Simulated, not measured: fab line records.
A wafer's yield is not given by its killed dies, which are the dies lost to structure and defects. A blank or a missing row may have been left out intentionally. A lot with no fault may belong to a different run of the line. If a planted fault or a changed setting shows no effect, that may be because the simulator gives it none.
Which tool is to blame?	flow sky130	11 lots with 33 wafers sampled at 5 steps, on a route of 708 steps

== WHAT THE GAUGES READ, wafer by wafer ==
The record holds no reading of a measuring or inspecting step that can be judged against a usual standard deviation.

== WHAT TOOL EACH LOT RAN ON (gives the tool, then ch and the chambers of the sampled wafers, and finally the start) ==
lot	SKY_VIA3_ETCH_15	SKY_METAL4_SPUTTER_01	SKY_VIA4_CMP_21	SKY_METAL5_SPUTTER_02	SKY_PAD_OPEN_PROBE_99
L326	rie diel-02 ch 0,1,3, day 40 00:20	pvd sputter-04, day 40 02:06	cmp-02 ch 1,2,3, day 43 05:12	pvd sputter-04, day 43 05:30	-
L327	rie diel-03 ch 1,2,3, day 40 05:33	pvd sputter-02, day 40 09:14	cmp-01 ch 0,1,2, day 43 12:15	pvd sputter-04, day 43 12:30	-
L329	rie diel-03 ch 0,1,3, day 41 01:41	pvd sputter-03, day 41 03:01	cmp-01 ch 0,1,3, day 44 04:43	pvd sputter-01, day 44 05:04	-
L330	rie diel-03 ch 0,1,2, day 41 13:31	pvd sputter-04, day 41 14:51	cmp-01 ch 0,1,3, day 44 16:05	pvd sputter-02, day 44 16:22	-
L333	rie diel-02 ch 1,2,3, day 41 21:11	pvd sputter-02, day 41 22:31	cmp-02 ch 0,1,3, day 44 23:13	pvd sputter-04, day 44 23:34	-
L338	rie diel-03 ch 0,2,3, day 43 14:02	pvd sputter-02, day 43 15:23	cmp-02 ch 1,2,3, day 46 11:03	pvd sputter-02, day 46 11:21	prober-02, day 49 00:49
L339	rie diel-03 ch 0,1, day 43 21:13	pvd sputter-02, day 43 22:35	cmp-01 ch 1,2, day 46 18:20	pvd sputter-04, day 46 18:41	-
L342	rie diel-02 ch 0,3, day 44 11:50	pvd sputter-03, day 44 13:13	cmp-02 ch 0,1,2, day 47 07:32	pvd sputter-02, day 47 07:50	-
L343	rie diel-02 ch 0,2,3, day 44 19:08	pvd sputter-04, day 44 20:31	cmp-02 ch 1,2,3, day 47 14:28	pvd sputter-01, day 47 14:46	-
L347	rie diel-01 ch 2,3, day 45 17:20	pvd sputter-02, day 45 18:40	cmp-01 ch 0,1, day 48 10:40	pvd sputter-01, day 48 11:01	-
L348	rie diel-02 ch 1,3, day 45 21:53	pvd sputter-02, day 45 23:13	cmp-02 ch 2,3, day 48 15:30	pvd sputter-01, day 48 15:48	-
- SKY_VIA3_ETCH_15: etches SiO2 in C4F8/O2/Ar, stops on TiN, target depth 507 nm, time 78 s.
- SKY_METAL4_SPUTTER_01: material TiN, target thk 20 nm, time 16.7 s.
- SKY_VIA4_CMP_21: polishes, stops on SiO2, t overpolish 25 s, target thk 0 nm.
- SKY_METAL5_SPUTTER_02: material AlCu, target thk 1150 nm, time 61.2 s.
- SKY_PAD_OPEN_PROBE_99

== WHAT THE TOOLS THEMSELVES READ (means of the sampled wafers that have a number; where no wafer has one, the mark that the record gives instead) ==
SKY_VIA3_ETCH_15.
lot	tool	oes product au (a.u.)
L326	rie diel-02	0.945
L327	rie diel-03	0.941
L329	rie diel-03	0.948
L330	rie diel-03	0.942
L333	rie diel-02	0.945
L338	rie diel-03	0.947
L339	rie diel-03	0.946
L342	rie diel-02	0.943
L343	rie diel-02	0.947
L347	rie diel-01	0.949
L348	rie diel-02	0.947

SKY_METAL4_SPUTTER_01.
lot	tool	cathode dc power W (W)	chamber pressure pa (Pa)	throttle valve pct (%)
L326	pvd sputter-04	6500.6	0.3992	29.3
L327	pvd sputter-02	6500.7	0.3990	30.3
L329	pvd sputter-03	6500.8	0.3995	29.6
L330	pvd sputter-04	6499.0	0.4004	29.2
L333	pvd sputter-02	6500.4	0.4005	29.8
L338	pvd sputter-02	6499.3	0.4002	29.2
L339	pvd sputter-02	6499.6	0.3996	30.2
L342	pvd sputter-03	6501.0	0.4006	30.2
L343	pvd sputter-04	6500.1	0.3997	29.6
L347	pvd sputter-02	6498.8	0.4000	30.2
L348	pvd sputter-02	6499.9	0.3992	29.4

SKY_VIA4_CMP_21.
lot	tool	motor current A (A)	overpolish run s (s)	platen rpm (rpm)	time to endpoint s (s)
L326	cmp-02	10.7	25.004	59.96	122
L327	cmp-01	11.1	24.995	60.03	115
L329	cmp-01	11.3	25.001	59.96	128
L330	cmp-01	11.0	25.003	59.97	127
L333	cmp-02	10.6	25.002	59.98	118
L338	cmp-02	10.4	24.999	60.00	119
L339	cmp-01	11.0	24.996	59.96	118
L342	cmp-02	11.1	24.997	59.97	125
L343	cmp-02	10.2	25.001	59.96	119
L347	cmp-01	11.8	24.994	60.01	117
L348	cmp-02	10.4	25.000	59.97	121

SKY_METAL5_SPUTTER_02.
lot	tool	cathode dc power W (W)	chamber pressure pa (Pa)	throttle valve pct (%)
L326	pvd sputter-04	10602	0.4000	29.3
L327	pvd sputter-04	10600	0.3993	29.3
L329	pvd sputter-01	10600	0.3996	29.5
L330	pvd sputter-02	10602	0.3996	29.9
L333	pvd sputter-04	10600	0.4010	29.4
L338	pvd sputter-02	10599	0.3635	31.5
L339	pvd sputter-04	10598	0.3998	29.7
L342	pvd sputter-02	10599	0.3642	31.2
L343	pvd sputter-01	10600	0.4005	29.7
L347	pvd sputter-01	10600	0.3988	30.2
L348	pvd sputter-01	10599	0.4005	29.6

SKY_PAD_OPEN_PROBE_99.
lot	tool	defect limited yield (%)	killed_at_M0_to_M3	killed_at_M4_up	killed at contacts	killed at front end	killed at other	killed dies	killed open	killed short	sort_bin_3_pad_short (%)	sort_bin_5_function (%)	sort_bin_6_memory (%)	sort n pass	sort yield pct (%)
L338	prober-02	79.2	48	2.3	35	16	0.7	102	62	41	0.5	12.9	7.3	390	79.2

== THE ANSWER, worked out from the rows above alone ==
Rule: the usual values come from the lots themselves. The widest of any qualifying gaps counts: lots, ordered by their means at a reading, are off when they make up no more than a third of the lots, leave a main group of 4 or more, and stand apart from it by 3 or more times the standard deviation of that group's means. A main group is skipped when, at the precision printed for the reading in the tables above, its means are all equal. Also off: a lot with no number at a reading for which 4 or more lots have one. The other lots that the step has rows for count as sound. Order of review: gauges by route order, followed by the tools' own readings, for which a lot's mean as printed above is used. At the first step where some lot is off, the reading lying furthest off is the one used; lots without a number count as furthest.
Off: L338, L342, at SKY_METAL5_SPUTTER_02 (chamber pressure pa). For the main group the mean is 0.3999 Pa and the standard deviation 0.00064.
A tool fits if, at that step or a process step before it, it ran every lot that is off, and no sound lot after the first of them. One candidate fits, namely pvd sputter-02 at SKY_METAL5_SPUTTER_02. A fault onset in the window from L330 (day 44 16:22, its last sound lot) to L338 (day 46 11:21, its first lot off) fits.
The tool's own readings at SKY_METAL5_SPUTTER_02 bear it out: on the lots that are off they differ by more than 5 times the standard deviation of the sound lots' means. chamber pressure pa reads 0.3639 Pa there against 0.3999 Pa on the sound lots; throttle valve pct reads 31.4 % there against 29.6 % on the sound lots.

== WHAT THE SIMULATOR PUT IN ==
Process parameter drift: pvd sputter-02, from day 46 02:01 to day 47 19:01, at SKY_METAL5_SPUTTER_02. Setting chamber pressure pa, moved by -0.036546, from 0.4. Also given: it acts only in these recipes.
Shown lots that were struck: L338, L342. The same result came from the rule above.
